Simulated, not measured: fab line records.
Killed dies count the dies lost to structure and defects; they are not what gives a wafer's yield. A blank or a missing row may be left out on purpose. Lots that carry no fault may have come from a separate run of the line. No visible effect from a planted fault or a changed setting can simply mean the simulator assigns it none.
fab line records	flow sky130
[record] lots = 12	wafers = 36	lastDay = 50
route steps=708 shown SD_N@353 METAL4@602 VIA4@652 METAL5@675 PAD_OPEN@708
lots that met no fault: taken from a fault-free run of the same line
startH: hours from the record's opening day to when the first of the lot's shown wafers began	waitH: hours from the lot's prior step to this one	" same as the row above	L1.1+2: one row covering several wafers at once	- no value, or no start was given	* or withheld: withheld	< > ~ a bound
route shown NAME@n: a module of which the file shows steps, and the number in the route of the first	usual: the fault-free wafers' mean and standard deviation	same: alike in all rows	chamber/n: place in a boat	sites: each site's reading	_std_site: how widely they spread, as a standard deviation	_edge_site: inner sites' mean taken away from outer sites' mean	radiusMm: for every site, how far away it sits from the centre of the wafer	mask NAME#n: copy n	behind: the last tool/chamber to shape the wafer	hold: reason for holding the lot/hours on hold/outcome of the hold	device: names the non-switching transistor (n, p or np)	end of line: the same wafers' tests at the end of the route	where a step has no rows: the recipe by itself	killed: at the first sort, the dies lost to defects and structure; wafer yield is something else	map: shows each die of a wafer: x if killed, . if not, _ if none is there
set.NAME: the setting the step ran with; set.NAME@STEP: the setting that earlier step ran with	model.NAME: the simulator's own value behind a step, which no gauge read
route steps across a sampled set of lots; one table per step, one row per wafer
services: from which hour (startH, from the record's first day; less than 0 if before it) a tool's chamber was out of use, for how many hours, and why
[[steps]]
[step SKY_SD_N_STRIP_11]
[recipe] chemistry = O2/N2	powerW = 1400	pressureMtorr = 1500	platenTempC = withheld	o2FlowSccm = 3000	n2FlowSccm = 300	overashFraction = 0.5
[usual] drypumpMotorCurrentA = 5.57/0.21	oesProductAu = 0.528/0.0044	stripTimeToEndpointS = 22.54/0.043
lot.wafer	tool	chamber	startH	waitH	drypumpMotorCurrentA	oesProductAu	rfHoursCounterH	stripTimeToEndpointS
L643.2	plasmaAsher-01	0	642.52	0.1	5.54	0.529	54	22.54
L643.3	"	1	"	"	5.45	0.527	-	22.50
L643.4	"	0	"	"	5.58	0.528	-	22.46
L644.1	plasmaAsher-03	1	662.63	0.1	5.82	0.519	82	22.53
L644.5	"	1	"	"	5.78	0.526	-	22.50
L644.6	"	0	"	"	5.28	0.524	-	22.52
L645.2	plasmaAsher-04	0	674.47	0.1	5.65	0.529	24	22.56
L645.3	"	1	"	"	5.92	0.528	-	22.56
L645.5	"	1	"	"	5.93	0.523	-	22.61
L646.1	plasmaAsher-01	1	680.39	0.1	5.46	0.534	57	22.49
L646.4	"	1	"	"	5.44	0.525	-	22.49
L646.5	"	0	"	"	5.57	0.533	-	22.46
L648.1	plasmaAsher-03	0	693.54	0.1	5.25	0.520	86	22.54
L648.3	"	1	"	"	5.76	0.528	-	22.52
L648.5	"	0	"	"	5.26	0.527	-	22.59
L649.3	plasmaAsher-03	0	700.17	0.1	5.28	0.532	-	22.58
L649.5	"	1	"	"	5.79	0.533	-	22.53
L649.6	"	0	"	"	5.28	0.521	-	22.54
L652.3	plasmaAsher-01	0	730.16	0.1	5.57	0.535	-	22.56
L652.4	"	1	"	"	5.45	0.526	-	22.62
L652.6	"	0	"	"	5.58	0.532	-	22.55
L653.3	plasmaAsher-03	0	740.77	0.1	5.28	0.535	-	22.47
L653.5	"	1	"	"	5.74	0.528	-	22.51
L653.6	"	0	"	"	5.30	0.523	-	22.49
L655.1	plasmaAsher-03	0	749.58	0.1	5.26	0.532	92	22.56
L655.2	"	1	"	"	5.77	0.533	92	22.51
L655.5	"	1	"	"	5.74	0.527	-	22.59
L661.2	plasmaAsher-03	0	794.69	0.1	5.28	0.523	96	22.63
L661.3	"	0	"	"	5.29	0.535	-	22.59
L661.4	"	1	"	"	5.79	0.527	-	22.56
L664.2	plasmaAsher-03	0	805.42	0.1	5.26	0.531	97	22.59
L664.4	"	1	"	"	5.75	0.525	-	22.61
L664.5	"	0	"	"	5.25	0.529	-	22.55
L666.2	plasmaAsher-01	0	828.18	0.1	5.58	0.528	72	22.51
L666.4	"	0	"	"	5.59	0.523	-	22.50
L666.5	"	1	"	"	5.45	0.526	-	22.49
[step SKY_METAL4_SPUTTER_04]
[recipe] material = TiN	targetThkNm = 70	powerW = 6500	timeS = 58.3	chamberPressurePa = 0.4
[usual] throttleValvePct = 29.9/1.4
lot.wafer	tool	chamber	startH	waitH	throttleValvePct
L643.2	pvdSputter-04	-	925.30	0.0	30.8
L643.3	"	-	"	"	28.2
L643.4	"	-	"	"	27.9
L644.1	pvdSputter-04	-	943.50	0.0	31.4
L644.5	"	-	"	"	30.9
L644.6	"	-	"	"	28.2
L645.2	pvdSputter-04	-	953.39	0.0	28.4
L645.3	"	-	"	"	28.2
L645.5	"	-	"	"	28.4
L646.1	pvdSputter-01	-	957.45	0.0	30.1
L646.4	"	-	"	"	30.1
L646.5	"	-	"	"	30.5
L648.1	pvdSputter-01	-	969.71	0.0	30.0
L648.3	"	-	"	"	30.0
L648.5	"	-	"	"	30.1
L649.3	pvdSputter-01	-	973.62	0.0	30.4
L649.5	"	-	"	"	30.0
L649.6	"	-	"	"	29.8
L652.3	pvdSputter-04	-	1002.14	0.0	28.4
L652.4	"	-	"	"	30.9
L652.6	"	-	"	"	30.8
L653.3	pvdSputter-02	-	1009.06	0.0	29.9
L653.5	"	-	"	"	28.1
L653.6	"	-	"	"	29.9
L655.1	pvdSputter-04	-	1018.66	0.0	28.1
L655.2	"	-	"	"	31.8
L655.5	"	-	"	"	30.8
L661.2	pvdSputter-02	-	1053.68	0.0	29.7
L661.3	"	-	"	"	30.1
L661.4	"	-	"	"	28.2
L664.2	pvdSputter-04	-	1064.95	0.0	28.3
L664.4	"	-	"	"	30.8
L664.5	"	-	"	"	28.1
L666.2	pvdSputter-01	-	1084.74	0.0	30.3
L666.4	"	-	"	"	31.4
L666.5	"	-	"	"	30.2
[step SKY_VIA4_STRIP_13]
[recipe] chemistry = O2/N2	powerW = 1400	pressureMtorr = 1500	platenTempC = withheld	o2FlowSccm = 3000	n2FlowSccm = 300	overashFraction = 0.5
[usual] drypumpMotorCurrentA = 5.52/0.21	oesProductAu = 0.710/0.0052	stripTimeToEndpointS = 12.90/0.051
lot.wafer	tool	chamber	startH	waitH	drypumpMotorCurrentA	oesProductAu	rfHoursCounterH	stripTimeToEndpointS
L643.2	plasmaAsher-02	0	1000.09	-	5.78	0.706	24	12.86
L643.3	"	1	"	"	5.23	0.690	-	12.83
L643.4	"	0	"	"	5.77	0.704	-	12.88
L644.1	plasmaAsher-01	0	1016.63	-	5.60	0.701	91	12.87
L644.5	"	1	"	"	5.46	0.710	-	12.86
L644.6	"	0	"	"	5.62	0.717	-	12.96
L645.2	plasmaAsher-03	1	1025.34	-	5.77	0.705	119	12.87
L645.3	"	1	"	"	5.82	0.708	-	12.84
L645.5	"	0	"	"	5.26	0.713	-	12.84
L646.1	plasmaAsher-03	1	1029.44	-	5.81	0.706	119	12.85
L646.4	"	1	"	"	5.80	0.714	-	12.81
L646.5	"	0	"	"	5.24	0.700	-	12.80
L648.1	plasmaAsher-03	1	1041.69	-	5.73	0.706	121	12.88
L648.3	"	1	"	"	5.76	0.698	-	12.90
L648.5	"	0	"	"	5.25	0.710	-	12.88
L649.3	plasmaAsher-02	1	1045.21	-	5.26	0.703	-	12.87
L649.5	"	1	"	"	5.27	0.698	-	12.91
L649.6	"	0	"	"	5.80	0.717	-	12.93
L652.3	plasmaAsher-01	1	1070.61	-	5.45	0.709	-	12.99
L652.4	"	0	"	"	5.56	0.709	-	12.97
L652.6	"	1	"	"	5.44	0.710	-	12.96
L653.3	plasmaAsher-02	0	1077.71	-	5.77	0.716	-	12.86
L653.5	"	1	"	"	5.24	0.712	-	12.88
L653.6	"	0	"	"	5.81	0.717	-	12.87
L655.1	plasmaAsher-01	1	1087.02	-	5.44	0.715	98	12.83
L655.2	"	0	"	"	5.59	0.699	98	12.89
L655.5	"	0	"	"	5.56	0.708	-	12.88
L661.2	plasmaAsher-01	1	1117.23	-	5.44	0.709	101	12.84
L661.3	"	0	"	"	5.58	0.713	-	12.88
L661.4	"	1	"	"	5.44	0.714	-	12.92
L664.2	plasmaAsher-03	0	1129.17	-	5.24	0.708	6	12.87
L664.4	"	0	"	"	5.28	0.715	-	12.88
L664.5	"	0	"	"	5.26	0.711	-	12.89
L666.2	plasmaAsher-03	1	1145.94	-	5.74	0.712	8	12.85
L666.4	"	0	"	"	5.26	0.709	-	12.93
L666.5	"	1	"	"	5.78	0.720	-	12.95
[step SKY_METAL5_DESCUM_14]
[recipe] chemistry = O2	sourcePowerW = 150	biasPowerW = 0	pressureMtorr = 10	tempC = 40	timeS = 11
[usual] drypumpMotorCurrentA = 5.9/0.5	oesProductAu = 1.005/0.01
[same] biasPowerW = 0
lot.wafer	tool	chamber	startH	waitH	drypumpMotorCurrentA	oesProductAu	rfHoursCounterH
L643.2	rieMetal-03	0	1023.63	0.1	5.2	0.999	17
L643.3	"	1	"	"	6.2	1.028	-
L643.4	"	0	"	"	5.2	0.993	-
L644.1	rieMetal-03	1	1040.28	0.1	6.1	1.030	5
L644.5	"	0	"	"	5.2	1.009	-
L644.6	"	1	"	"	6.2	1.032	-
L645.2	rieMetal-02	0	1049.07	0.1	6.5	0.997	-
L645.3	"	0	"	"	6.5	1.020	-
L645.5	"	0	"	"	6.5	1.001	-
L646.1	rieMetal-03	0	1053.01	0.1	5.2	1.002	19
L646.4	"	1	"	"	6.1	1.019	-
L646.5	"	1	"	"	6.1	1.006	-
L648.1	rieMetal-03	1	1064.68	0.1	6.1	1.017	6
L648.3	"	0	"	"	5.2	1.013	-
L648.5	"	1	"	"	6.2	1.019	-
L649.3	rieMetal-02	1	1068.14	0.1	5.6	0.997	-
L649.5	"	0	"	"	6.5	0.995	-
L649.6	"	1	"	"	5.6	0.999	-
L652.3	rieMetal-03	0	1092.59	0.1	5.2	1.002	-
L652.4	"	1	"	"	6.2	1.014	-
L652.6	"	1	"	"	6.2	1.007	-
L653.3	rieMetal-01	0	1100.09	0.1	6.3	0.984	-
L653.5	"	0	"	"	6.3	0.982	-
L653.6	"	1	"	"	5.3	1.007	-
L655.1	rieMetal-02	0	1109.41	0.1	6.4	1.000	24
L655.2	"	1	"	"	5.6	1.008	3
L655.5	"	0	"	"	6.5	1.005	-
L661.2	rieMetal-02	1	1137.98	0.1	5.6	1.012	5
L661.3	"	0	"	"	6.5	1.007	-
L661.4	"	1	"	"	5.6	1.007	-
L664.2	rieMetal-03	0	1149.31	0.1	5.2	0.998	26
L664.4	"	0	"	"	5.2	0.996	-
L664.5	"	0	"	"	5.1	1.013	-
L666.2	rieMetal-02	1	1164.28	0.1	5.6	1.003	8
L666.4	"	0	"	"	6.5	0.990	-
L666.5	"	1	"	"	5.6	1.008	-
[step SKY_PAD_OPEN_PROBE_99]
[usual] killed_at_M0_to_M3 = 42/7.5	killed_at_M4_up = 3.2/1.7	killedAtContacts = 24/5.1	killedAtFrontEnd = 15/4.1	killedAtOther = 0.3/0.58	killedDies = 85/8.9	killedOpen = 46/6.4	killedShort = 39/6
[same] grossDies = 492	killedAtBackSide = 0
lot.wafer	tool	chamber	startH	waitH	killed_at_M0_to_M3	killed_at_M4_up	killedAtContacts	killedAtFrontEnd	killedAtOther	killedDies	killedOpen	killedShort
L661.2	prober-01	-	1177.40	0.1	35	3	22	70	0	130	37	33
L661.3	prober-01	-	1177.45	0.2	34	4	28	71	0	137	38	39
L661.4	prober-01	-	1177.50	0.2	39	6	22	56	2	125	48	32
L664.2	prober-01	-	1184.70	0.1	34	2	13	74	0	123	40	23
L664.4	prober-01	-	1184.80	0.2	58	3	15	63	0	139	47	49
L664.5	prober-01	-	1184.85	0.2	29	3	19	69	0	120	36	24
// killed by level:class
L661.2 SD_N:unspecified=60 CONTACT:geometricParticle:open=8 VIA3:geometricParticle:open=7 METAL1:geometricParticle:short=5 VIA1:geometricParticle:short=5 VIA2:geometricParticle:open=5 POLY_GATE:geometricParticle:open=4 LI_CONTACT:geometricParticle:open=4
L661.3 SD_N:unspecified=60 CONTACT:geometricParticle:open=11 VIA1:geometricParticle:open=8 LOCAL_INTERCONNECT:geometricParticle:short=6 CONTACT:geometricParticle:short=6 METAL3:geometricParticle:short=6 FIELD_ISO:geometricParticle:open=4 FIELD_ISO:geometricParticle:short=4
L661.4 SD_N:unspecified=45 VIA1:geometricParticle:open=12 CONTACT:geometricParticle:open=10 LI_CONTACT:geometricParticle:open=6 METAL2:geometricParticle:short=5 FIELD_ISO:geometricParticle:open=4 VIA1:geometricParticle:short=4 METAL1:geometricParticle:short=4
L664.2 SD_N:unspecified=59 VIA1:geometricParticle:open=9 LI_CONTACT:geometricParticle:open=6 VIA3:geometricParticle:open=6 CONTACT:geometricParticle:open=5 VIA2:geometricParticle:open=5 FIELD_ISO:geometricParticle:short=4 METAL2:geometricParticle:short=3
L664.4 SD_N:unspecified=43 VIA3:geometricParticle:open=12 VIA2:geometricParticle:open=7 POLY_GATE:geometricParticle:short=7 CONTACT:geometricParticle:open=7 VIA1:geometricParticle:open=7 VIA2:geometricParticle:short=6 VIA3:geometricParticle:short=6
L664.5 SD_N:unspecified=59 VIA1:geometricParticle:open=10 LI_CONTACT:geometricParticle:open=8 LOCAL_INTERCONNECT:geometricParticle:short=5 VIA1:geometricParticle:short=4 VIA3:geometricParticle:open=4 CONTACT:geometricParticle:open=3 VIA2:geometricParticle:open=3
[[services]]
tool	chamber	startH	hours	kind
pvdSputter-04	-	624.14	6.6	repair
plasmaAsher-01	-	666.92	6.6	repair
pvdSputter-01	-	693.97	3.0	repair
pvdSputter-01	-	697.64	1.2	repair
plasmaAsher-02	-	732.05	2.8	pm
rieMetal-02	1	758.14	44.0	repair
plasmaAsher-03	-	763.55	2.8	pm
plasmaAsher-03	-	803.37	1.1	repair
rieMetal-02	1	838.82	17.5	repair
pvdSputter-01	-	879.90	1.4	repair
plasmaAsher-01	-	906.84	2.8	pm
plasmaAsher-01	-	925.67	0.8	repair
plasmaAsher-01	-	983.72	1.2	repair
pvdSputter-01	-	984.22	1.3	repair
plasmaAsher-03	-	1001.37	4.3	pm
plasmaAsher-03	-	1055.25	9.0	pm
pvdSputter-04	-	1058.18	0.7	repair
pvdSputter-01	-	1061.32	7.6	repair
pvdSputter-04	-	1066.90	1.3	repair
pvdSputter-01	-	1104.92	3.8	repair
rieMetal-03	0	1105.67	2.6	repair
pvdSputter-04	-	1117.34	2.4	repair
rieMetal-02	-	1119.33	4.3	pm
pvdSputter-01	-	1133.06	0.6	repair
[[key]]
[firstSign] step = SKY_PAD_OPEN_PROBE_99	reading = killedAtFrontEnd	direction = up	sigmas = 13	usual = 15	struck = 67
[effect] step = SKY_PAD_OPEN_PROBE_99	reading = killedDies	direction = up	sigmas = 4.9	usual = 85	struck = 129
metAt SKY_SD_N_STRIP_11
struckLots L661,L664
testerLeftOut L661,L664
notActingAt SKY_METAL4_SPUTTER_04,SKY_VIA4_STRIP_13,SKY_METAL5_DESCUM_14
onsetBetween 749.58 794.69
[fault] kind = chamberParticleSource	tool = plasmaAsher-03	chamber = -	onsetH = 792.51	steps = SKY_SD_N_STRIP_11	ratePerVisitCm2 = 1.8272	endH = 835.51
// testerLeftOut: of these lots the tester's yield and bins aren't shown, on N5 and GAA mostly nor the transistor test; their killed dies are dies lost to structure and defects alone, not to doping, threshold or leakage, so they don't give the yield
